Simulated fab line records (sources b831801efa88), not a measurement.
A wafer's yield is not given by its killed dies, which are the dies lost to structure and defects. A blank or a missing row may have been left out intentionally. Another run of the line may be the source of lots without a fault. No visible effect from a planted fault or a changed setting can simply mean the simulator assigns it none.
One fault through the eyes of 2 desks :: flow gf180mcu :: each desk has only its own numbers; what lay behind them comes last

== FOR THE TOOL OWNER'S DESK: pvd_sputter-03 ==
At GF_TOP_METAL_SPUTTER_01 (material TiN, target thk 30 nm, time 25 s) the tool's own readings: per lot run on this tool, the mean of the sampled wafers that have a number. If a lot's mean is further than 4 standard deviations from the usual mean, the lot is out of limits and carries the mark OUT (the distance appears in the brackets).
Columns: A = cathode_dc_power_W at GF_TOP_METAL_SPUTTER_01, usual 6500.2 W; B = chamber_pressure_pa at GF_TOP_METAL_SPUTTER_01, usual 0.4000 Pa; C = throttle_valve_pct at GF_TOP_METAL_SPUTTER_01, usual 29.5 %
lot: L199
first seen here: day 31 03:31
A: 6500.6
B: 0.3996
C: 29.4
This desk's finding: nothing out of limits on the one lot.

== FROM THE METROLOGY DESK ==
What the gauges read, lot by lot, whatever tool the lot ran on: means of the sampled wafers that have a number. If a lot's mean is further than 4 standard deviations from the usual mean, the lot is out of limits and carries the mark OUT (the distance appears in the brackets).
Columns: A = V5_W_RS at GF_V5_RS_MEAS_24, usual 0.328 ohm/sq; B = V5_W_THK at GF_V5_THK_MEAS_25, usual 347 nm
lot: L193
first seen here: day 29 12:14
A: 0.330
B: 346

lot: L194
first seen here: day 29 16:51
A: 0.325
B: 351

lot: L195
first seen here: day 29 21:47
A: 0.330
B: 346

lot: L197
first seen here: day 30 16:53
A: 0.331
B: 345

lot: L199
first seen here: day 31 02:50
A: 0.330
B: 347

lot: L200
first seen here: day 31 10:14
A: 0.329
B: 344

lot: L204
first seen here: day 32 12:23
A: 0.328
B: 344
Result from this desk: across the 7 lots, nothing is out of limits.

== TAKEN TOGETHER ==
Nothing out of limits was seen by the tool owner's desk.
From the metrology desk's view, nothing was out of limits.

== WHAT THE SIMULATOR HAD PUT IN ==
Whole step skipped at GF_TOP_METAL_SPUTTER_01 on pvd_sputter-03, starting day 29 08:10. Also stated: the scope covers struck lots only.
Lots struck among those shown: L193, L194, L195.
